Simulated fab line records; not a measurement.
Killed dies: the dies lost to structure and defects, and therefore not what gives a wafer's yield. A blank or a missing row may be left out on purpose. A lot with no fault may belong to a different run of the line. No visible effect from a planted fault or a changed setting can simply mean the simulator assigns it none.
One fault seen from 2 desks + flow sky130 + what lay behind the numbers comes last; until then each desk has only its own

DESK OF THE TOOL OWNER: cvdW-01
The tool's own readings at SKY_LI_CONTACT_CVD_21 (deposits W, target thk 400 nm, time 120.56 s): means of the sampled wafers that have a number, for each lot that ran on this tool. The brackets show how far a lot's mean lies from the usual mean; more than 4 standard deviations puts the lot out of limits, marked OUT.
Columns: A = chamberPressureTorr at SKY_LI_CONTACT_CVD_21, usual 40.02 Torr; B = heaterPowerW at SKY_LI_CONTACT_CVD_21, usual 925 W
| lot  | first seen here | A     | B   |
|------|-----------------|-------|-----|
| L114 | day 32 02:56    | 40.09 | 965 |
| L115 | day 32 12:41    | 39.93 | 986 |
| L123 | day 34 18:41    | 39.99 | 972 |
| L124 | day 35 06:02    | 40.09 | 854 |
| L125 | day 35 09:17    | 39.99 | 972 |
This desk's verdict: no lot among the 5 shows anything out of limits.

METROLOGY DESK
What the gauges read, lot by lot, whatever tool the lot ran on: means of the sampled wafers that have a number. The brackets show how far a lot's mean lies from the usual mean; more than 4 standard deviations puts the lot out of limits, marked OUT.
Columns: A = SD_P_OVL at SKY_SD_P_OVL_MEAS_08, usual 0.2 nm; B = SD_P_TW at SKY_SD_P_TW_MEAS_11, usual 2832; C = LI_CONTACT_W_RS at SKY_LI_CONTACT_RS_MEAS_22, usual 0.285 ohm/sq; D = LI_CONTACT_W_THK at SKY_LI_CONTACT_THK_MEAS_23, usual 426 nm
| lot  | first seen here | A    | B    | C                | D              |
|------|-----------------|------|------|------------------|----------------|
| L109 | day 26 19:59    | -1.4 | 2889 | 0.286            | 421            |
| L113 | day 28 03:56    | -1.4 | 2827 | 0.285            | 418            |
| L114 | day 28 12:37    | 0.0  | 2891 | 0.217 (-14) OUT  | -              |
| L115 | day 28 22:35    | 1.0  | 2791 | 0.242 (-9.0) OUT | 516 (+9.0) OUT |
| L122 | day 31 00:29    | 0.9  | 2835 | 0.290            | 421            |
| L123 | day 31 08:53    | -0.8 | 2891 | 0.283            | 422            |
| L124 | day 31 18:59    | 0.2  | 2846 | 0.277            | 447            |
| L125 | day 31 22:31    | 2.1  | 2851 | 0.279            | 438            |
| L126 | day 32 07:26    | -1.1 | 2780 | 0.286            | 424            |
| L128 | day 32 22:32    | 0.1  | 2841 | 0.289            | 418            |
| L129 | day 33 03:44    | -1.7 | 2765 | 0.290            | 406            |
This desk reports L114, L115 out of limits; the earliest was L114 at day 32 03:04 (LI_CONTACT_W_RS at SKY_LI_CONTACT_RS_MEAS_22). L109, L113, L122, L123, L124, L125, L126, L128, L129 stayed within limits.

ALL TOGETHER
Metrology desk: alarm possible at day 32 03:04 on L114, L115.
The tool owner's desk saw nothing out of limits.
The tool owner's desk has L114, L115 on record, within its limits.
SKY_LI_CONTACT_CVD_21 was run on cvdW-01 by each of the lots named.

WHAT WAS PUT IN BY THE SIMULATOR
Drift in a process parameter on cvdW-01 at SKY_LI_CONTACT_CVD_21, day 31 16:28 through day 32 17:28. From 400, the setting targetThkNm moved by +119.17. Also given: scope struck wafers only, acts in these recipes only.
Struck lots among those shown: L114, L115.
Time in hours between the start of the fault and the first out-of-limits reading at each desk: metrology desk, 11.
